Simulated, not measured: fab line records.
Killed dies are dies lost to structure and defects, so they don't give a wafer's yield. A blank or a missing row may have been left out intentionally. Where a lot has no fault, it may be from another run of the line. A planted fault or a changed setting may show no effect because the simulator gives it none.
Which tool is to blame? | flow gf180mcu | 36 wafers from 12 lots sampled at 5 of the route's 602 steps

== WHAT THE GAUGES READ, wafer by wafer ==
GF_PSD_RS_MEAS_14: measures by four-point-probe. Usual: NSD_RS 46.12 ohm/sq, standard deviation 0.077.
lot  | measured     | on            | NSD_RS (ohm/sq)   | flag
L495 | day 14 05:08 | film_metro-02 | 46.24 46.23 46.23 |
L497 | day 15 04:43 | film_metro-02 | 46.05 46.23 46.11 |
L499 | day 15 15:37 | film_metro-04 | 46.22 46.23 46.20 |
L500 | day 15 21:09 | film_metro-02 | 46.03 46.07 46.05 |
L501 | day 16 19:41 | film_metro-04 | 42.57 42.67 42.58 | OFF
L502 | day 16 22:41 | film_metro-03 | 42.62 42.62 42.53 | OFF
L503 | day 17 02:26 | film_metro-02 | 42.61 42.52 42.64 | OFF
L508 | day 18 21:27 | film_metro-02 | 46.08 46.22 46.10 |
L510 | day 19 18:16 | film_metro-03 | 46.27 46.27 46.13 |
L511 | day 20 01:53 | film_metro-02 | 46.12 46.01 46.09 |
L512 | day 20 08:25 | film_metro-04 | 46.07 46.11 46.21 |
L517 | day 22 01:44 | film_metro-02 | 46.10 46.05 46.03 |

GF_PSD_RS_MEAS_15: measures by four-point-probe. Usual: PSD_RS 108.51 ohm/sq, standard deviation 0.24.
lot  | measured     | on            | PSD_RS (ohm/sq)      | flag
L495 | day 14 05:16 | film_metro-02 | 108.86 108.85 108.59 |
L497 | day 15 04:50 | film_metro-02 | 108.74 108.24 108.47 |
L499 | day 15 15:44 | film_metro-04 | 108.63 108.58 108.36 |
L500 | day 15 21:16 | film_metro-02 | 108.43 108.37 108.67 |
L501 | day 16 19:49 | film_metro-04 | 98.31 98.67 98.58    | OFF
L502 | day 16 22:48 | film_metro-03 | 98.35 98.48 98.27    | OFF
L503 | day 17 02:33 | film_metro-02 | 97.96 98.15 98.15    | OFF
L508 | day 18 21:34 | film_metro-02 | 108.13 108.37 108.25 |
L510 | day 19 18:23 | film_metro-03 | 109.10 109.11 108.59 |
L511 | day 20 02:00 | film_metro-02 | 108.59 108.46 108.43 |
L512 | day 20 08:32 | film_metro-04 | 108.52 108.68 108.42 |
L517 | day 22 01:51 | film_metro-02 | 108.60 108.40 108.57 |

GF_M1_RS_MEAS_05: measures by four-point-probe. Usual: M1_ALCU_RS 0.0698 ohm/sq, standard deviation 0.00084.
lot  | measured     | on            | M1_ALCU_RS (ohm/sq)  | flag
L495 | day 16 03:09 | film_metro-02 | 0.0685 0.0694 0.0693 |
L497 | day 17 04:12 | film_metro-04 | 0.0706 0.0702 0.0698 |
L499 | day 17 16:28 | film_metro-02 | 0.0700 0.0704 0.0697 |
L500 | day 17 21:42 | film_metro-03 | 0.0697 0.0697 0.0700 |
L501 | day 18 21:36 | film_metro-04 | 0.0699 0.0689 0.0701 |
L502 | day 19 01:41 | film_metro-02 | 0.0714 0.0715 0.0714 |
L503 | day 19 04:00 | film_metro-03 | 0.0697 0.0697 0.0700 |
L508 | day 21 00:45 | film_metro-04 | 0.0700 0.0702 0.0705 |
L510 | day 21 21:20 | film_metro-03 | 0.0694 0.0698 0.0691 |
L511 | day 22 05:01 | film_metro-03 | 0.0692 0.0694 0.0697 |
L512 | day 22 10:39 | film_metro-04 | 0.0686 0.0690 0.0689 |
L517 | day 24 03:21 | film_metro-03 | 0.0684 0.0681 0.0677 |

== EACH LOT AND THE TOOL THAT RAN IT (in order: tool; ch and the chambers of the sampled wafers; start) ==
lot  | GF_PSD_RTA_13                    | GF_M1_SPUTTER_02
L495 | rtp_anneal-01 ch 0, day 14 05:03 | pvd_sputter-03, day 16 03:04
L497 | rtp_anneal-01 ch 0, day 15 04:37 | pvd_sputter-04, day 17 04:05
L499 | rtp_anneal-02 ch 0, day 15 15:29 | pvd_sputter-01, day 17 16:23
L500 | rtp_anneal-01 ch 0, day 15 21:04 | pvd_sputter-01, day 17 21:37
L501 | rtp_anneal-01 ch 0, day 16 19:37 | pvd_sputter-03, day 18 21:31
L502 | rtp_anneal-01 ch 0, day 16 22:36 | pvd_sputter-04, day 19 01:36
L503 | rtp_anneal-01 ch 0, day 17 02:21 | pvd_sputter-03, day 19 03:55
L508 | rtp_anneal-02 ch 0, day 18 21:22 | pvd_sputter-01, day 21 00:40
L510 | rtp_anneal-01 ch 0, day 19 18:11 | pvd_sputter-03, day 21 21:14
L511 | rtp_anneal-01 ch 0, day 20 01:48 | pvd_sputter-04, day 22 04:55
L512 | rtp_anneal-01 ch 0, day 20 08:20 | pvd_sputter-01, day 22 10:34
L517 | rtp_anneal-01 ch 0, day 22 01:39 | pvd_sputter-03, day 24 03:16
- GF_PSD_RTA_13: time 20 s.
- GF_M1_SPUTTER_02: material AlCu, target thk 450 nm, time 23.9 s.

== AS READ BY THE TOOLS THEMSELVES (means over the sampled wafers that have a number; for cases with no such wafer, the mark the record gives instead) ==
GF_PSD_RTA_13. Usual: lamp_power_pct 33.0 %, standard deviation 1.8; wafer_temp_C_max 1028.8, standard deviation 0.98.
lot  | tool          | lamp_power_pct (%) | wafer_temp_C_max | flag
L495 | rtp_anneal-01 | 34.3               | 1028.3           |
L497 | rtp_anneal-01 | 34.3               | 1028.2           |
L499 | rtp_anneal-02 | 30.5               | 1029.4           |
L500 | rtp_anneal-01 | 34.4               | 1028.5           |
L501 | rtp_anneal-01 | 34.3               | 1027.9           |
L502 | rtp_anneal-01 | 34.3               | 1027.4           |
L503 | rtp_anneal-01 | 34.3               | 1028.6           |
L508 | rtp_anneal-02 | 30.4               | 1030.6           |
L510 | rtp_anneal-01 | 34.3               | 1028.7           |
L511 | rtp_anneal-01 | 34.3               | 1029.0           |
L512 | rtp_anneal-01 | 34.3               | 1027.7           |
L517 | rtp_anneal-01 | 34.3               | 1028.3           |

GF_M1_SPUTTER_02. Usual: chamber_pressure_pa 0.3998 Pa, standard deviation 0.00078; throttle_valve_pct 30.2 %, standard deviation 1.
lot  | tool           | chamber_pressure_pa (Pa) | throttle_valve_pct (%) | flag
L495 | pvd_sputter-03 | 0.3999                   | 30.2                   |
L497 | pvd_sputter-04 | 0.4001                   | 30.6                   |
L499 | pvd_sputter-01 | 0.3995                   | 31.1                   |
L500 | pvd_sputter-01 | 0.3995                   | 29.6                   |
L501 | pvd_sputter-03 | 0.4000                   | 30.1                   |
L502 | pvd_sputter-04 | 0.4005                   | 30.7                   |
L503 | pvd_sputter-03 | 0.3994                   | 28.9                   |
L508 | pvd_sputter-01 | 0.4007                   | 30.3                   |
L510 | pvd_sputter-03 | 0.4001                   | 28.4                   |
L511 | pvd_sputter-04 | 0.4005                   | 30.3                   |
L512 | pvd_sputter-01 | 0.4000                   | 29.6                   |
L517 | pvd_sputter-03 | 0.3994                   | 29.1                   |

== THE ANSWER, worked out from the rows above alone ==
Rule: a lot counts as off when the mean over its wafers that have a number is more than 3 standard deviations away from the usual mean. Also off: a lot with no number at a reading for which 4 or more lots have one. Where the step has rows for the other lots, those lots are counted as sound. Order of review: gauges by route order, followed by the tools' own readings, for which a lot's mean as printed above is used. At the first step where some lot is off, the reading lying furthest off is the one used; lots without a number count as furthest.
Off: L501, L502, L503, seen at GF_PSD_RS_MEAS_14 (NSD_RS).
If a tool, at a process step before that reading, ran all the lots that are off and no sound lot after the first of them, it fits. Those tools and the gauges at GF_PSD_RS_MEAS_14 are tried in the same way. None of those tried fits.

== WHAT THE SIMULATOR HAD PUT IN ==
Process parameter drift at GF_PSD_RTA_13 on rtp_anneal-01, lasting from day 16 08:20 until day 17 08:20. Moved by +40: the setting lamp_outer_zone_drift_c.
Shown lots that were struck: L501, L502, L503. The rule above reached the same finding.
